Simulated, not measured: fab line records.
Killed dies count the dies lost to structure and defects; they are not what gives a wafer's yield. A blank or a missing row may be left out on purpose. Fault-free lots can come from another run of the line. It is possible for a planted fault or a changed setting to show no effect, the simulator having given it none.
Which tool was responsible?    flow gf180mcu    Sampling: 13 lots, 39 wafers, 5 of 602 route steps

WHAT THE GAUGES SHOWED, per wafer
GF_HV_LDD_TW_MEAS_50. Usual: for HV_LDD_4_TW the level is 570.4 and the standard deviation is 2.8.
lot   measured      on            HV_LDD_4_TW        flag
L179  day 12 13:25  filmMetro-03  569.2 571.2 569.9  
L180  day 12 21:37  filmMetro-03  572.8 570.9 570.8  
L181  day 13 01:26  filmMetro-03  569.6 564.5 569.3  
L182  day 13 13:04  filmMetro-04  574.7 574.1 572.5  
L184  day 13 20:53  filmMetro-04  575.4 574.7 571.0  
L187  day 15 01:58  filmMetro-01  569.3 565.0 565.2  
L188  day 15 05:16  filmMetro-04  571.6 571.3 572.3  
L197  day 18 10:25  filmMetro-04  572.6 571.6 567.6  
L198  day 18 18:38  filmMetro-04  569.0 571.6 571.0  
L199  day 19 00:35  filmMetro-03  571.7 570.1 572.2  
L200  day 19 07:31  filmMetro-04  573.0 570.2 564.7  
L201  day 19 18:08  filmMetro-01  571.0 568.5 566.4  
L202  day 20 08:59  filmMetro-04  569.2 569.6 569.5  

GF_HV_LDD_THK_MEAS_57. Usual: for HV_LDD_CVD_56_THK the level is 90.0 nm and the standard deviation is 0.96.
lot   measured      on            HV_LDD_CVD_56_THK (nm)  flag
L179  day 12 16:13  filmMetro-03  89.4 89.2 90.2          
L180  day 13 00:35  filmMetro-03  89.6 89.0 89.8          
L181  day 13 04:14  filmMetro-03  88.5 88.5 88.9          
L182  day 13 16:43  filmMetro-03  91.1 91.4 91.6          
L184  day 13 23:42  filmMetro-04  90.2 90.7 91.0          
L187  day 15 05:17  filmMetro-01  89.8 89.5 88.9          
L188  day 15 08:05  filmMetro-01  91.4 91.5 91.6          
L197  day 18 13:14  filmMetro-01  89.1 89.0 89.3          
L198  day 18 21:27  filmMetro-01  89.1 90.1 89.8          
L199  day 19 03:23  filmMetro-01  90.3 89.7 90.0          
L200  day 19 10:20  filmMetro-03  88.2 88.2 88.6          
L201  day 19 20:57  filmMetro-01  91.3 91.1 90.4          
L202  day 20 11:47  filmMetro-01  89.9 88.7 89.8          

GF_SAB_THK_MEAS_01. Usual: for SAB_CVD_00_THK the level is 50.1 nm and the standard deviation is 0.64.
lot   measured      on            SAB_CVD_00_THK (nm)            flag
L179  day 14 09:39  filmMetro-02  50.1 50.4 51.3                 
L180  day 14 19:15  filmMetro-02  49.9 50.9 50.4                 
L181  day 14 22:41  filmMetro-04  50.2 50.0 50.4                 
L182  day 15 12:07  filmMetro-04  48.7 49.6 49.3                 
L184  day 15 18:59  filmMetro-02  50.3 50.4 51.5                 
L187  day 17 02:50  filmMetro-04  49.5 50.7 48.2 49.5 50.7 48.2  
L188  day 17 06:42  filmMetro-02  48.9 50.0 49.8                 
L197  day 20 15:54  filmMetro-02  49.8 50.1 50.9                 
L198  day 20 23:33  filmMetro-02  50.4 50.4 49.9                 
L199  day 21 04:15  filmMetro-04  49.0 49.3 49.7                 
L200  day 21 11:45  filmMetro-02  49.7 49.5 50.6                 
L201  day 21 22:20  filmMetro-04  49.3 49.8 50.2                 
L202  day 22 11:49  filmMetro-04  50.2 50.3 50.7                 

GF_SALICIDE_RS_MEAS_04: measures by four-point-probe. Usual: for SALICIDE_TIN_RS the level is 16.40 ohm/sq and the standard deviation is 0.26.
lot   measured      on            SALICIDE_TIN_RS (ohm/sq)  flag
L179  day 15 07:29  filmMetro-03  16.79 17.06 16.76         
L180  day 15 17:35  filmMetro-04  16.51 16.55 16.02         
L181  day 15 20:29  filmMetro-02  15.89 16.18 15.86         
L182  day 16 11:23  filmMetro-04  16.42 16.41 16.23         
L184  day 16 18:46  filmMetro-02  16.44 16.08 16.34         
L187  day 18 02:43  filmMetro-03  16.64 15.95 16.58         
L188  day 18 06:43  filmMetro-03  16.57 16.58 16.73         
L197  day 21 16:14  filmMetro-04  16.41 16.45 16.44         
L198  day 21 23:12  filmMetro-03  16.64 16.01 16.29         
L199  day 22 04:31  filmMetro-03  16.65 16.41 16.38         
L200  day 22 11:41  filmMetro-03  16.68 16.26 16.70         
L201  day 22 21:16  filmMetro-02  16.52 16.53 16.15         
L202  day 23 10:56  filmMetro-02  16.44 16.38 16.54         

WHICH TOOL RAN EACH LOT (tool, then ch and the chambers of the sampled wafers, then the start)
lot   GF_SAB_CVD_00
L179  pecvd-04 ch 0,2, day 14 09:38
L180  pecvd-04 ch 0,1,2, day 14 19:13
L181  pecvd-01 ch 0,2, day 14 22:39
L182  pecvd-03 ch 0,1,2, day 15 12:05
L184  pecvd-03 ch 1,2, day 15 18:58
L187  pecvd-01 ch 1,2, day 17 02:47
L188  pecvd-03 ch 0,1, day 17 06:40
L197  pecvd-01 ch 1,2, day 20 15:52
L198  pecvd-01 ch 0,2, day 20 23:30
L199  pecvd-03 ch 1,2, day 21 04:14
L200  pecvd-04 ch 0,2, day 21 11:40
L201  pecvd-04 ch 0,2, day 21 22:18
L202  pecvd-03 ch 0,1, day 22 11:47
- GF_SAB_CVD_00: deposits SiO2 from TEOS, target thk 50 nm, time 4.9302 s.

AS READ BY THE TOOLS THEMSELVES (means over the sampled wafers that have a number; for cases with no such wafer, the mark the record gives instead)
GF_SAB_CVD_00. Usual: heaterPowerW reads 708 W (standard deviation 110).
lot   tool      heaterPowerW (W)  flag
L179  pecvd-04  713               
L180  pecvd-04  706               
L181  pecvd-01  804               
L182  pecvd-03  693               
L184  pecvd-03  693               
L187  pecvd-01  694               
L188  pecvd-03  629               
L197  pecvd-01  659               
L198  pecvd-01  819               
L199  pecvd-03  719               
L200  pecvd-04  654               
L201  pecvd-04  765               
L202  pecvd-03  802               

THE ANSWER, worked out from the rows above alone
Rule: take the mean of a lot's wafers that have a number; if it is more than 3 standard deviations from the usual mean, the lot is off. A lot without any number at a reading at which 4 lots or more have one is off too. The other lots that the step has rows for count as sound. First the gauges in route order, then the tools' own readings, where a lot's mean is used as printed above. The first step at which some lot is off is used, and at that step the reading that is off furthest; a lot without a number counts as furthest.
None of the lots is off at any reading shown; this tells nothing.

WHAT HAD BEEN PUT IN BY THE SIMULATOR
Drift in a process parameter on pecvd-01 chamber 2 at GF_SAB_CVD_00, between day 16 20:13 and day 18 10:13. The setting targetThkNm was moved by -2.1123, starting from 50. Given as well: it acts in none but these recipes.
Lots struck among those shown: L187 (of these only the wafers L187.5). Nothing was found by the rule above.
